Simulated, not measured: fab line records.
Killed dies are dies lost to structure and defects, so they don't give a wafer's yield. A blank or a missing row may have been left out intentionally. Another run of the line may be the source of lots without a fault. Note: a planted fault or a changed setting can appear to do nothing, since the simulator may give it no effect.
Comparing a struck lot with a sound one | flow sky130 | 16 steps out of a route of 708
Sound: the wafers L527.1, L527.2, L527.3. Struck: wafers L534.1, L534.4 (left out: L534.2, a lot-mate that was not struck); the cause follows at the end.
Per side, at each step with rows, come the tool, then ch with its chambers, and then its first start. Under that, the readings that differ: sound wafers | struck wafers | difference of the means | sigmas: that difference in standard deviations of wafers without a fault.
alike: readings whose means differ by less than 2 such deviations, and words and numbers that are the same on both sides. not compared: withheld readings, readings that some wafer has no value for, bounds like >300 that may hide the same value, and numbers for which the record gives no deviation and whose values overlap.
The two part at a step that has a row with sigmas, a row that says differs or no value, or rows on one side only. Numbers that have no deviation but don't overlap get no sigmas and don't part them. A reading that every wafer of one side lacks parts them only if that side has two wafers or more.

SKY_METAL5_SPUTTER_03: material Ti, target thk 5 nm, time 3.3 s.
  struck on pvdSputter-04, day 45 14:39; sound on pvdSputter-03, day 43 04:07
  alike: throttleValvePct
SKY_METAL5_SPUTTER_04: material TiN, target thk 70 nm, time 58.3 s.
  struck on pvdSputter-04, day 45 14:40; sound on pvdSputter-03, day 43 04:08
  alike: throttleValvePct
SKY_METAL5_RS_MEAS_05: measurement is done with a four-point probe.
  struck on filmMetro-01, day 45 14:43; sound on filmMetro-01, day 43 04:11
  alike: METAL5_ALCU_RS
SKY_METAL5_THK_MEAS_06: measures by xrf.
  struck on filmMetro-01, day 45 14:50; sound on filmMetro-01, day 43 04:19
  alike: METAL5_ALCU_THK
then, 7 steps without rows for these wafers: SKY_METAL5_DEHYDRATE_07 (time 60 s); SKY_METAL5_HMDS_08 (prime time 60 s); SKY_METAL5_COAT_09 (resist thk 1800 nm); SKY_METAL5_SOFTBAKE_10 (time 60 s); SKY_METAL5_EXPOSE_11 (exposes mask MM5, target cd 1600 nm); SKY_METAL5_PEB_12; SKY_METAL5_DEVELOP_13 (develop time 60 s).
SKY_METAL5_DESCUM_14: chemistry O2, time 11 s.
  sound on rieMetal-02 ch 0,1, day 44 02:28; struck on rieMetal-03 ch 1, day 46 10:40
  alike: drypumpMotorCurrentA, heBacksideLeakSccm, oesProductAu
  not compared: rfHoursCounterH
SKY_METAL5_METAL_ETCH_15: etches the open film in Cl2/BCl3, stops on SiO2, target depth 1260 nm, time 252 s.
  sound on rieMetal-02 ch 0,1, day 44 02:29; struck on rieMetal-03 ch 1, day 46 10:41
reading                                    | sound             | struck        | difference | sigmas
heBacksideLeakSccm (sccm)                  | 3.55 6.39 3.26    | 3.33 3.44     | -1.01      | -4
oesProductAu (a.u.)                        | 0.888 0.900 0.888 | 0.807 0.815   | -0.081     | -15
overEtchFrac                               | 0.2 0.2 0.2       | 0.4192 0.4192 | +0.2192    | 
model.NOVOLAK_of_METAL5_COAT_09.thkNm (nm) | 1052 1037 1033    | 905.3 904.3   | -135.9     | 
model.METAL5.cdNm (nm)                     | 1602 1601 1601    | 1587 1581     | -17        | 
model.SiO2_of_VIA4_HDPCVD_00.thkNm (nm)    | 548.3 548.3 546.8 | 545.3 543.6   | -3.3       | 
  alike: biasW, drypumpMotorCurrentA, throttleValvePct
  not compared: rfHoursCounterH
SKY_METAL5_STRIP_16: strips in O2/N2.
  sound on plasmaAsher-04 ch 0,1, day 44 02:44; struck on plasmaAsher-01 ch 1, day 46 10:56
reading                  | sound             | struck      | difference | sigmas
stripTimeToEndpointS (s) | 13.24 13.10 13.04 | 11.62 11.63 | -1.50      | -11
  alike: drypumpMotorCurrentA, n2FlowSccm, oesProductAu
  not compared: rfHoursCounterH
then, 1 step without rows for these wafers: SKY_METAL5_STRIP_17 (strips in post etch residue remover, time 1200 s).
SKY_PAD_OPEN_PROBE_99:
  struck on prober-02, day 48 06:14; sound on prober-02, day 46 01:56
reading                       | sound          | struck    | difference | sigmas
model.etest.met5.widthNm (nm) | 1596 1599 1602 | 1591 1582 | -12        | 
  alike: defectLimitedYield, killed_at_M0_to_M3, killed_at_M4_up, killedAtContacts, killedAtFrontEnd, killedAtOther, killedDies, killedOnRim, killedOpen, killedShort, sort_bin_3_pad_short, sort_bin_5_function, sort_bin_6_memory, sort_bin_8_speed, sortNPass, sortYieldPct

== WHERE THEY PART ==
First at SKY_METAL5_METAL_ETCH_15; last, within this record, at SKY_METAL5_STRIP_16. Later steps at which nothing parts them and some readings are alike: SKY_PAD_OPEN_PROBE_99.

WHY: what had been put in by the simulator
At SKY_METAL5_METAL_ETCH_15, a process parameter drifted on rieMetal-03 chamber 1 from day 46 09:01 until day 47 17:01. Setting overEtchFrac, moved by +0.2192, from 0.2. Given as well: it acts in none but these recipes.
